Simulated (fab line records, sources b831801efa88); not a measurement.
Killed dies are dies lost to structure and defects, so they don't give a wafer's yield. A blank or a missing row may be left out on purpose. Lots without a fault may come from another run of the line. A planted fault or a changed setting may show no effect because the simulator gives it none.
Which tool did it? | flow gf180mcu | 13 lots, 39 wafers sampled, at 5 steps of a route of 602

WHAT THE GAUGES READ, wafer by wafer
GF_STI_BOW_MEAS_00.
lot  | measured    | on            | INCOMING_BOW (um)
L117 | day 1 10:01 | film_metro-02 | 4 -8 1
L118 | day 1 15:01 | film_metro-01 | 0 -9 3
L119 | day 1 20:00 | film_metro-01 | -3 -4 1
L121 | day 2 06:00 | film_metro-02 | 4 -8 1
L125 | day 3 02:00 | film_metro-01 | -10 -7 -1
L126 | day 3 07:00 | film_metro-01 | -5 -4 1
L132 | day 4 13:01 | film_metro-02 | 8 5 4
L133 | day 4 18:00 | film_metro-01 | -3 -18 11
L134 | day 4 23:00 | film_metro-01 | 7 9 -6
L135 | day 5 04:01 | film_metro-02 | 5 5 9
L138 | day 5 19:04 | film_metro-01 | -5 2 -1
L139 | day 6 00:00 | film_metro-02 | -6 8 1
L140 | day 6 05:00 | film_metro-01 | 2 -6 8

GF_VT_IMPLANT_OVL_MEAS_18.
lot  | measured     | on         | VT_IMPLANT_01_OVL (nm)
L117 | day 6 06:39  | overlay-02 | -1.0 -1.2 -1.9
L118 | day 6 12:09  | overlay-02 | -2.6 0.9 -0.9
L119 | day 6 18:55  | overlay-01 | 1.1 0.8 -0.2
L121 | day 7 04:58  | overlay-02 | 0.8 2.9 0.5
L125 | day 8 10:26  | overlay-02 | 1.9 -1.9 0.5
L126 | day 8 15:13  | overlay-01 | 0.6 1.1 1.6
L132 | day 10 05:05 | overlay-02 | -0.1 -0.1 0.2
L133 | day 10 10:40 | overlay-02 | 0.7 1.2 1.4
L134 | day 10 16:43 | overlay-01 | -0.3 0.1 2.3
L135 | day 10 22:32 | overlay-02 | 1.2 1.5 1.1
L138 | day 11 21:41 | overlay-02 | 3.1 0.7 0.6
L139 | day 12 02:38 | overlay-02 | 1.9 2.7 1.1
L140 | day 12 08:11 | overlay-02 | 1.4 -1.5 -2.0

WHICH TOOL RAN EACH LOT (tool, then ch and the chambers of the sampled wafers, then the start)
lot  | GF_STI_ETCH_14                  | GF_MVPSD_COAT_02                  | GF_MVPSD_STRIP_10
L117 | rie_si-02 ch 0,3, day 2 02:55   | litho_track-03 ch 0, day 4 17:53  | plasma_asher-01 ch 0,1, day 5 01:23
L118 | rie_si-02 ch 0,2,3, day 2 08:13 | litho_track-02 ch 0, day 4 23:28  | plasma_asher-01 ch 0,1, day 5 06:50
L119 | rie_si-01 ch 0,1, day 2 11:10   | litho_track-04 ch 0, day 5 04:29  | plasma_asher-03 ch 0,1, day 5 12:05
L121 | rie_si-01 ch 1,3, day 2 22:01   | litho_track-03 ch 0, day 5 15:25  | plasma_asher-01 ch 0,1, day 5 23:20
L125 | rie_si-02 ch 1,3, day 3 20:05   | litho_track-03 ch 0, day 6 18:49  | plasma_asher-01 ch 0,1, day 7 02:14
L126 | rie_si-01 ch 1,3, day 4 00:49   | litho_track-02 ch 0, day 6 22:41  | plasma_asher-03 ch 0,1, day 7 06:44
L132 | rie_si-01 ch 1,3, day 5 07:34   | litho_track-02 ch 0, day 8 09:49  | plasma_asher-01 ch 0,1, day 8 18:44
L133 | rie_si-01 ch 0,1, day 5 11:52   | litho_track-02 ch 0, day 8 14:56  | plasma_asher-03 ch 0, day 8 23:53
L134 | rie_si-01 ch 0,3, day 5 17:29   | litho_track-02 ch 0, day 8 20:53  | plasma_asher-02 ch 0,1, day 9 06:08
L135 | rie_si-02 ch 0,1,3, day 5 21:52 | litho_track-03 ch 0, day 9 02:29  | plasma_asher-01 ch 0,1, day 9 11:14
L138 | rie_si-02 ch 0,1,3, day 6 14:01 | litho_track-04 ch 0, day 9 23:49  | plasma_asher-01 ch 0,1, day 10 09:46
L139 | rie_si-02 ch 0,1,3, day 6 18:49 | litho_track-03 ch 0, day 10 04:18 | plasma_asher-03 ch 0,1, day 10 13:56
L140 | rie_si-02 ch 0,1,3, day 7 00:20 | litho_track-03 ch 0, day 10 09:45 | plasma_asher-01 ch 0,1, day 10 19:34
- GF_STI_ETCH_14: etches Si in HBr/Cl2/O2, target depth 360 nm, time 102.9 s.
- GF_MVPSD_COAT_02: resist thk 3000 nm.
- GF_MVPSD_STRIP_10: strips in O2/N2.

WHAT THE TOOLS THEMSELVES READ (means of the sampled wafers that have a number; where no wafer has one, the mark that the record gives instead)
GF_STI_ETCH_14.
lot  | tool      | HBr_flow_sccm (sccm) | drypump_motor_current_A (A) | oes_product_au (a.u.) | throttle_valve_pct (%)
L117 | rie_si-02 | 150.3                | 5.2                         | 1.010                 | 25.661
L118 | rie_si-02 | 150.2                | 5.6                         | 1.001                 | 25.648
L119 | rie_si-01 | 149.8                | 6.1                         | 0.997                 | 25.649
L121 | rie_si-01 | 149.8                | 6.0                         | 0.993                 | 25.661
L125 | rie_si-02 | 150.2                | 5.4                         | 1.010                 | 25.653
L126 | rie_si-01 | 150.2                | 6.0                         | 0.995                 | 25.669
L132 | rie_si-01 | 150.3                | 6.3                         | 1.004                 | 25.665
L133 | rie_si-01 | 150.0                | 6.1                         | 1.005                 | 25.656
L134 | rie_si-01 | 150.3                | 5.4                         | 0.994                 | 25.657
L135 | rie_si-02 | 150.2                | 5.3                         | 1.002                 | 25.656
L138 | rie_si-02 | 149.6                | 5.3                         | 1.001                 | 25.668
L139 | rie_si-02 | 149.8                | 5.3                         | 0.995                 | 25.663
L140 | rie_si-02 | 150.5                | 5.3                         | 0.998                 | 25.661

GF_MVPSD_COAT_02.
lot  | tool           | chill_plate_temp_C (C) | exhaust_pa (Pa)
L117 | litho_track-03 | 22.89                  | 45.5
L118 | litho_track-02 | 22.89                  | 45.3
L119 | litho_track-04 | 22.87                  | 45.2
L121 | litho_track-03 | 22.95                  | 45.3
L125 | litho_track-03 | 22.97                  | 43.6
L126 | litho_track-02 | 23.02                  | 44.4
L132 | litho_track-02 | 22.95                  | 44.9
L133 | litho_track-02 | 23.00                  | 45.5
L134 | litho_track-02 | 23.05                  | 45.5
L135 | litho_track-03 | 22.91                  | 44.5
L138 | litho_track-04 | 23.07                  | 44.1
L139 | litho_track-03 | 23.02                  | 44.5
L140 | litho_track-03 | 22.95                  | 46.6

GF_MVPSD_STRIP_10.
lot  | tool            | drypump_motor_current_A (A) | heater_power_w (W) | oes_product_au (a.u.) | strip_time_to_endpoint_s (s)
L117 | plasma_asher-01 | 5.97                        | 356                | 0.721                 | 36.81
L118 | plasma_asher-01 | 5.87                        | 337                | 0.723                 | 36.95
L119 | plasma_asher-03 | 6.06                        | 329                | 0.723                 | 37.00
L121 | plasma_asher-01 | 5.95                        | 353                | 0.721                 | 36.91
L125 | plasma_asher-01 | 5.93                        | 347                | 0.723                 | 36.92
L126 | plasma_asher-03 | 6.05                        | 334                | 0.720                 | 36.85
L132 | plasma_asher-01 | 5.86                        | 334                | 0.722                 | 36.88
L133 | plasma_asher-03 | 5.84                        | 320                | 0.714                 | 15.86
L134 | plasma_asher-02 | 5.76                        | 331                | 0.714                 | 15.85
L135 | plasma_asher-01 | 5.93                        | 343                | 0.724                 | 37.05
L138 | plasma_asher-01 | 5.94                        | 347                | 0.719                 | 36.87
L139 | plasma_asher-03 | 5.96                        | 331                | 0.721                 | 36.96
L140 | plasma_asher-01 | 5.95                        | 347                | 0.726                 | 36.92

THE ANSWER, worked out from the rows above alone
Rule: what is usual is taken from the lots themselves. Put in order of their means at a reading, lots are off if they are a third of the lots or fewer, leave a main group of 4 or more, and stand apart from it by a gap of 3 or more times the standard deviation of the main group's means; of several such gaps the widest counts. A main group whose means are all the same, to the digits that the tables above print for the reading, isn't used. A lot without any number at a reading at which 4 lots or more have one is off too. The other lots that the step has rows for count as sound. The gauges are gone through in route order, then the tools' own readings, and for those a lot's mean is taken as printed above. The first step at which some lot is off is used, and at that step the reading that is off furthest; a lot without a number counts as furthest.
Off: L133, L134, at GF_MVPSD_STRIP_10 (strip_time_to_endpoint_s). The main group: mean 36.92 s, standard deviation 0.065.
A tool fits if, at that step or a process step before it, it ran every lot that is off, and no sound lot after the first of them. Can't be told from this: 2 tools fit, rie_si-01 at GF_STI_ETCH_14, litho_track-02 at GF_MVPSD_COAT_02.

WHAT THE SIMULATOR HAD PUT IN
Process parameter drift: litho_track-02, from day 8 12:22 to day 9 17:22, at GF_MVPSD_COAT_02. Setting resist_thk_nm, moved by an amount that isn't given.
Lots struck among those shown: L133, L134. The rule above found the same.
